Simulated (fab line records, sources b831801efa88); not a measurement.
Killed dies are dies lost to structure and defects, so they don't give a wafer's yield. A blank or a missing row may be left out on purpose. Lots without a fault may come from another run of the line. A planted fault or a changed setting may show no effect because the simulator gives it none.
Which tool did it? | flow gf180mcu | 12 lots, 36 wafers sampled, at 5 steps of a route of 602

WHAT THE GAUGES READ, wafer by wafer
GF_M4_OVL_MEAS_15.
lot  | measured     | on         | M4_OVL (nm)
L551 | day 23 05:33 | overlay-01 | 1 0 -5
L555 | day 24 16:31 | overlay-02 | 1 -7 -3
L558 | day 25 20:22 | overlay-02 | -3 0 -4
L560 | day 26 07:41 | overlay-01 | -8 -2 -5
L561 | day 26 22:08 | overlay-02 | -2 -6 -7
L562 | day 27 00:33 | overlay-01 | -7 -12 -9
L565 | day 28 06:33 | overlay-02 | 0 -4 -5
L569 | day 29 09:07 | overlay-01 | -8 -8 -11
L571 | day 29 19:01 | overlay-02 | -7 -6 -4
L572 | day 30 03:42 | overlay-01 | -3 1 0
L573 | day 30 10:01 | overlay-02 | -4 1 -2
L574 | day 30 15:48 | overlay-01 | -4 -4 -1

GF_V4_THK_MEAS_03.
lot  | measured     | on            | V4_CVD_02_THK (nm)
L551 | day 23 06:47 | film_metro-02 | 841 848 869
L555 | day 24 17:27 | film_metro-04 | 829 833 842
L558 | day 25 21:24 | film_metro-01 | 858 864 865
L560 | day 26 08:38 | film_metro-02 | 835 848 852
L561 | day 26 23:05 | film_metro-02 | 845 866 825
L562 | day 27 01:26 | film_metro-04 | 835 848 855
L565 | day 28 07:26 | film_metro-01 | 806 853 819
L569 | day 29 09:59 | film_metro-01 | 849 825 836
L571 | day 29 20:19 | film_metro-02 | 858 839 867
L572 | day 30 04:38 | film_metro-04 | 847 834 856
L573 | day 30 10:53 | film_metro-04 | 848 854 852
L574 | day 30 16:43 | film_metro-02 | 845 814 831

WHICH TOOL RAN EACH LOT (tool, then ch and the chambers of the sampled wafers, then the start)
lot  | GF_V3_SPUTTER_21             | GF_M4_SPUTTER_03             | GF_V4_CVD_02
L551 | pvd_sputter-03, day 22 05:18 | pvd_sputter-04, day 22 06:09 | pecvd-01 ch 1,2, day 23 06:43
L555 | pvd_sputter-02, day 23 17:43 | pvd_sputter-01, day 23 18:34 | pecvd-02 ch 1,2, day 24 17:21
L558 | pvd_sputter-02, day 24 22:13 | pvd_sputter-01, day 24 23:04 | pecvd-01 ch 0,1, day 25 21:17
L560 | pvd_sputter-02, day 25 09:42 | pvd_sputter-04, day 25 10:34 | pecvd-01 ch 0,1, day 26 08:32
L561 | pvd_sputter-03, day 26 00:37 | pvd_sputter-01, day 26 01:28 | pecvd-01 ch 0,1, day 26 22:59
L562 | pvd_sputter-01, day 26 03:13 | pvd_sputter-04, day 26 04:05 | pecvd-02 ch 0,2, day 27 01:22
L565 | pvd_sputter-01, day 27 09:22 | pvd_sputter-03, day 27 10:13 | pecvd-01 ch 0,1, day 28 07:22
L569 | pvd_sputter-03, day 28 12:52 | pvd_sputter-03, day 28 13:51 | pecvd-02 ch 0,1,2, day 29 09:55
L571 | pvd_sputter-03, day 28 22:54 | pvd_sputter-04, day 28 23:45 | pecvd-02 ch 0,1, day 29 20:15
L572 | pvd_sputter-01, day 29 08:02 | pvd_sputter-01, day 29 08:59 | pecvd-03 ch 0,2, day 30 04:34
L573 | pvd_sputter-03, day 29 14:34 | pvd_sputter-01, day 29 15:25 | pecvd-03 ch 0,1,2, day 30 10:49
L574 | pvd_sputter-01, day 29 20:26 | pvd_sputter-04, day 29 21:17 | pecvd-02 ch 0,1, day 30 16:38
- GF_V3_SPUTTER_21: material Ti, target thk 15 nm, time 80.02 s.
- GF_M4_SPUTTER_03: material Ti, target thk 10 nm, time 6.439 s.
- GF_V4_CVD_02: deposits SiO2 from TEOS, target thk 850 nm, time 94.851 s.

WHAT THE TOOLS THEMSELVES READ (means of the sampled wafers that have a number; where no wafer has one, the mark that the record gives instead)
GF_V3_SPUTTER_21.
lot  | tool           | throttle_valve_pct (%)
L551 | pvd_sputter-03 | 30.8
L555 | pvd_sputter-02 | 30.3
L558 | pvd_sputter-02 | 29.9
L560 | pvd_sputter-02 | 30.3
L561 | pvd_sputter-03 | 29.4
L562 | pvd_sputter-01 | 30.4
L565 | pvd_sputter-01 | 30.0
L569 | pvd_sputter-03 | 30.5
L571 | pvd_sputter-03 | 30.2
L572 | pvd_sputter-01 | 31.0
L573 | pvd_sputter-03 | 30.6
L574 | pvd_sputter-01 | 30.1

GF_M4_SPUTTER_03.
lot  | tool           | throttle_valve_pct (%)
L551 | pvd_sputter-04 | 29.2
L555 | pvd_sputter-01 | 30.4
L558 | pvd_sputter-01 | 29.6
L560 | pvd_sputter-04 | 29.2
L561 | pvd_sputter-01 | 29.6
L562 | pvd_sputter-04 | 29.1
L565 | pvd_sputter-03 | 30.7
L569 | pvd_sputter-03 | 30.4
L571 | pvd_sputter-04 | 29.9
L572 | pvd_sputter-01 | 29.9
L573 | pvd_sputter-01 | 31.1
L574 | pvd_sputter-04 | 29.5

GF_V4_CVD_02.
lot  | tool     | heater_power_w (W) | rf_fwd_power_W (W) | susceptor_temp_C (C)
L551 | pecvd-01 | 596                | 597.6              | 399.88
L555 | pecvd-02 | 633                | 598.2              | 399.77
L558 | pecvd-01 | 605                | 596.1              | 399.87
L560 | pecvd-01 | 605                | 595.8              | 399.68
L561 | pecvd-01 | 628                | 566.2              | 400.03
L562 | pecvd-02 | 861                | 596.5              | 400.15
L565 | pecvd-01 | 632                | 533.0              | 400.16
L569 | pecvd-02 | 707                | 596.0              | 400.03
L571 | pecvd-02 | 752                | 598.6              | 400.07
L572 | pecvd-03 | 832                | 597.6              | 399.88
L573 | pecvd-03 | 747                | 593.9              | 399.96
L574 | pecvd-02 | 650                | 596.1              | 399.90

THE ANSWER, worked out from the rows above alone
Rule: what is usual is taken from the lots themselves. Put in order of their means at a reading, lots are off if they are a third of the lots or fewer, leave a main group of 4 or more, and stand apart from it by a gap of 3 or more times the standard deviation of the main group's means; of several such gaps the widest counts. A main group whose means are all the same, to the digits that the tables above print for the reading, isn't used. A lot without any number at a reading at which 4 lots or more have one is off too. The other lots that the step has rows for count as sound. The gauges are gone through in route order, then the tools' own readings, and for those a lot's mean is taken as printed above. The first step at which some lot is off is used, and at that step the reading that is off furthest; a lot without a number counts as furthest.
Off: L561, L565, at GF_V4_CVD_02 (rf_fwd_power_W). The main group: mean 596.6 W, standard deviation 1.3.
A tool fits if, at that step or a process step before it, it ran every lot that is off, and no sound lot after the first of them. One fits: pecvd-01 at GF_V4_CVD_02. Its last sound lot is L560 (day 26 08:32), its first lot that is off L561 (day 26 22:59): a fault that began between those two fits.
The tool's own readings at GF_V4_CVD_02 bear it out: on the lots that are off they differ by more than 5 times the standard deviation of the sound lots' means. rf_fwd_power_W reads 549.6 W there against 596.6 W on the sound lots.

WHAT THE SIMULATOR HAD PUT IN
Process parameter drift: pecvd-01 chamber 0, from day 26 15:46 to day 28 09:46, at GF_V4_CVD_02. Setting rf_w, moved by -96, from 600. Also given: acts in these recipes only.
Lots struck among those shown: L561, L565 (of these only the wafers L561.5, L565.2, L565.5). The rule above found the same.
